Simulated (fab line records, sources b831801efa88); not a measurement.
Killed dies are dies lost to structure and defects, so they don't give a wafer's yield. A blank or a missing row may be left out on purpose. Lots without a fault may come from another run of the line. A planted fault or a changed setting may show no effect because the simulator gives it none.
Problem report in the 8D (eight disciplines) form, filled by code | flow sky130 | the parts of the form that need people (team, actions taken, sign-off) are left out

1. THE PROBLEM
NWELL_2_TW at SKY_NWELL_TW_MEAS_26 reads a mean of 1101 on 6 wafers of 2 lots; wafers without a fault read 496 with a standard deviation of 4.2. That is +99 or more standard deviations from the usual mean.
First seen on wafer L665.1, day 6 18:17, on film_metro-02. The record holds 36 wafers of 12 lots with a number at this step. Rule for "out", or "out of limits": more than 4 standard deviations from the usual mean. The other wafers with a number count as sound.

2. WHAT IT IS AND WHAT IT IS NOT
question                    | is                           | is not
which readings at this step | NWELL_2_TW                   | -
which lots                  | L665, L666                   | L660, L661, L662, L672, L674, L678, L679, L681, L682, L683
which wafers of those lots  | all that have a number       | -
read on which gauges        | film_metro-02, film_metro-03 | film_metro-04
when                        | from day 6 18:17             | up to then (9 sound wafers); but 21 sound wafers of L672, L674, L678, L679, L681, L682, L683 came after

3. SUSPECTS, AND WHAT RULES EACH OUT
Counting: a tool at a process step up to the reading stays a suspect if it ran every lot that is out and no sound lot after the first of them.
- the gauge at SKY_NWELL_TW_MEAS_26: ruled out. The wafers that are out were read on 2 gauges (film_metro-02, film_metro-03).
- litho_track-01 at SKY_NWELL_COAT_05 (resist thk 3000 nm): ruled out as a lasting fault. Sound lots L681 ran on it after its first lot that is out, L665 (day 5 12:40).
Left after counting: nothing in the record.

4. THE CAUSE (what the simulator had put in)
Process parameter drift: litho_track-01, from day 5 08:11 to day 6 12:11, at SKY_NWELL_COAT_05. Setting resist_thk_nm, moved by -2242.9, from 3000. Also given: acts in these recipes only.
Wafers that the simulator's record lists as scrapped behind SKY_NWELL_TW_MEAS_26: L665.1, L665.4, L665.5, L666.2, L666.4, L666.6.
Counting ruled it out, wrongly: the rule takes a fault to strike every lot that its tool runs from its start on, and this one did not.

5. THE CHAIN OF EFFECTS, in route order
Each row: a reading whose mean over the struck wafers that have a number lies more than 3 standard deviations from the usual. Only readings for which the record gives a usual standard deviation are gone through. hours: the time from each lot's start at the first step in this table that gives one to its start at this step, as a median over the lots. sigmas: the change in usual standard deviations.
hours | step                 | reading                  | usual      | on struck wafers | change | sigmas
0     | SKY_NWELL_STRIP_14   | oes_product_au           | 0.722 a.u. | 0.665            | -0.057 | -13
0     | SKY_NWELL_STRIP_14   | strip_time_to_endpoint_s | 36.87 s    | 10.37            | -26.50 | -99 or more
20    | SKY_NWELL_TW_MEAS_26 | NWELL_2_TW               | 496        | 1101             | +605   | +99 or more
The process steps in it:
- SKY_NWELL_STRIP_14: strips in O2/N2.

6. WHAT WOULD HAVE CAUGHT IT SOONER
In this record the first reading out of limits at a measuring or inspecting step was taken at day 6 18:17, 34 hours after the fault began at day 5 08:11.
